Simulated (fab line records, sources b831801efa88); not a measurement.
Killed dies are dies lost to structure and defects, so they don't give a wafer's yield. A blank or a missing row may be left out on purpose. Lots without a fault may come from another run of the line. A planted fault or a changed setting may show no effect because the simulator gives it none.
A struck lot beside a sound one | flow sky130 | 19 steps out of a route of 708
Sound: wafers L430.3, L430.5, L430.6. Struck: wafers L441.4, L441.5. The cause comes at the end.
At each step with rows: each side's tool, then ch and its chambers, then its first start. Under that, the readings that differ: sound wafers | struck wafers | difference of the means | sigmas: that difference in standard deviations of wafers without a fault.
alike: readings whose means differ by less than 2 such deviations, and words and numbers that are the same on both sides. not compared: withheld readings, readings that some wafer has no value for, bounds like >300 that may hide the same value, and numbers for which the record gives no deviation and whose values overlap.
The two part at a step that has a row with sigmas, a row that says differs or no value, or rows on one side only. Numbers that don't overlap but have no deviation are shown without sigmas and don't part them. A reading that every wafer of one side lacks parts them only if that side has two wafers or more.

SKY_METAL4_STRIP_19: strips in O2/N2.
  sound on plasma_asher-04 ch 0,1, day 43 10:08; struck on plasma_asher-04 ch 0, day 46 13:28
  alike: drypump_motor_current_A, oes_product_au, strip_time_to_endpoint_s
  not compared: rf_hours_counter_h
then, 4 steps without rows for these wafers: SKY_METAL4_STRIP_20 (strips in post etch residue remover, time 1200 s); SKY_METAL4_CLEAN_21 (cleans in IPA, time 180 s); SKY_METAL4_CLEAN_22 (cleans in O3/DIW); SKY_VIA4_HDPCVD_00 (deposits SiO2, target thk 1750 nm, time 291.7 s).
SKY_VIA4_THK_MEAS_01:
  sound on film_metro-04, day 43 10:53; struck on film_metro-04, day 46 14:14
  alike: VIA4_HDPCVD_THK
SKY_VIA4_CMP_02: polishes SiO2.
  sound on cmp-02 ch 0,3, day 43 10:59; struck on cmp-02 ch 2,3, day 46 14:19
  alike: motor_current_A, slurry_filter_dp_kPa
SKY_VIA4_BOW_MEAS_03:
  sound on film_metro-02, day 43 11:16; struck on film_metro-02, day 46 14:38
  alike: VIA4_BOW
then, 4 steps without rows for these wafers: SKY_VIA4_DEHYDRATE_04 (time 60 s); SKY_VIA4_HMDS_05 (prime time 60 s); SKY_VIA4_COAT_06 (resist thk 1140 nm); SKY_VIA4_SOFTBAKE_07 (time 60 s).
SKY_VIA4_EXPOSE_08: exposes mask VIM4, target cd 800 nm.
  sound on iline_stepper-01 ch 0, day 43 23:05; struck on iline_stepper-01 ch 0, day 47 00:31
  alike: mask
then, 2 steps without rows for these wafers: SKY_VIA4_PEB_09; SKY_VIA4_DEVELOP_10 (develop time 60 s).
SKY_VIA4_OVL_MEAS_11:
  sound on overlay-01, day 44 09:20; struck on overlay-02, day 47 10:46
  alike: VIA4_OVL
SKY_VIA4_ETCH_12: etches SiO2 in C4F8/O2/Ar, stops on TiN, target depth 580 nm.
  sound on rie_diel-04 ch 0,3, day 44 09:22; struck on rie_diel-03 ch 0,3, day 47 10:49
  reading               | sound           | struck      | difference | sigmas
  model.VIA4.cd_nm (nm) | 802 801.5 799.8 | 843.2 840.9 | +40.9      |
  alike: oes_product_au
SKY_VIA4_STRIP_13: strips in O2/N2.
  sound on plasma_asher-02 ch 0,1, day 44 09:28; struck on plasma_asher-02 ch 1, day 47 10:53
  reading                     | sound       | struck  | difference | sigmas
  drypump_motor_current_A (A) | 6.6 5.4 6.6 | 5.4 5.5 | -0.8       | -2
  alike: oes_product_au, strip_time_to_endpoint_s
  not compared: rf_hours_counter_h
-- the record jumps here: 2 days lie between the struck wafers' starts before and after (it left off in module VIA4 and takes up again in module PAD_OPEN, whose first step shown is number 708 of the route) --
SKY_PAD_OPEN_PROBE_99:
  sound on prober-02, day 47 05:01; struck on prober-02, day 49 21:38
  reading                       | sound                | struck        | difference | sigmas
  model.etest.via4_chain.rc_ohm | 0.8347 0.8174 0.8351 | 0.7696 0.7398 | -0.0744    |
  alike: defect_limited_yield, killed_at_M0_to_M3, killed_at_M4_up, killed_at_contacts, killed_at_front_end, killed_at_other, killed_dies, killed_open, killed_short, sort_bin_3_pad_short, sort_bin_5_function, sort_bin_6_memory, sort_n_pass, sort_yield_pct

WHERE THEY PART
Only at SKY_VIA4_STRIP_13, within this record. Later steps at which nothing parts them and some readings are alike: SKY_PAD_OPEN_PROBE_99.

WHY: what the simulator had put in
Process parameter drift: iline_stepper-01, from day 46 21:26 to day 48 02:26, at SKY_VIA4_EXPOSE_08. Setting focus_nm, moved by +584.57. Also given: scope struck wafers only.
